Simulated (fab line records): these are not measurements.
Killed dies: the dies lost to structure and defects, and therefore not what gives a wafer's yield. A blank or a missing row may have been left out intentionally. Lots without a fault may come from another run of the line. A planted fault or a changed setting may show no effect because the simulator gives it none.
Matching of chambers -- flow sky130 -- 4 sister chambers for SKY_VIA2_ETCH_14 on rie_diel-03
The step etches BARC in N2/H2, stops on SiO2, time 45.9 s, target depth 60 nm. 4 wafers are shown with their chamber, then 9 later ones without.

== WAFERS, EACH WITH ITS CHAMBER ==
wafer,chamber,throttle_valve_pct (%)
L088.5,0,13.205
L090.1,2,13.226
L090.2,3,13.221
L090.3,1,13.230

== WAFERS WITH NO CHAMBER GIVEN ==
wafer,throttle_valve_pct (%)
L091.4,13.234
L091.5,13.236
L091.6,13.234
L096.3,13.220
L096.4,13.228
L096.5,13.197
L097.1,13.223
L097.3,13.233
L097.5,13.228

== WHICH CHAMBER EACH ONE RAN IN ==
wafer,from the rows above,in truth
L091.4,can't be placed: 1 or 2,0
L091.5,can't be placed: 1 or 2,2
L091.6,can't be placed: 1 or 2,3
L096.3,can't be placed: 3 or 2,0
L096.4,can't be placed: 2 or 1 or 3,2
L096.5,0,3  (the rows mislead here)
L097.1,can't be placed: 3 or 2 or 1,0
L097.3,can't be placed: 1 or 2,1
L097.5,can't be placed: 2 or 1 or 3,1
Correctly placed: 0 of 9. Unplaceable from these rows: 8, with the true chamber sitting among the candidates in 4. Number placed wrongly: 1.
How it was worked out, from the rows above alone: a wafer's distance from a chamber is the root of the sum, over the readings, of the square of ((its reading less the chamber's mean) divided by the reading's scatter). The wafer belongs to the nearest chamber; if the next one is less than 2 further off, it can't be placed. The mean given for a chamber averages the wafers shown for that chamber. The scatter: with one shown wafer a chamber, the root of the mean of the squares of how far each hidden wafer lies from its nearest shown one.
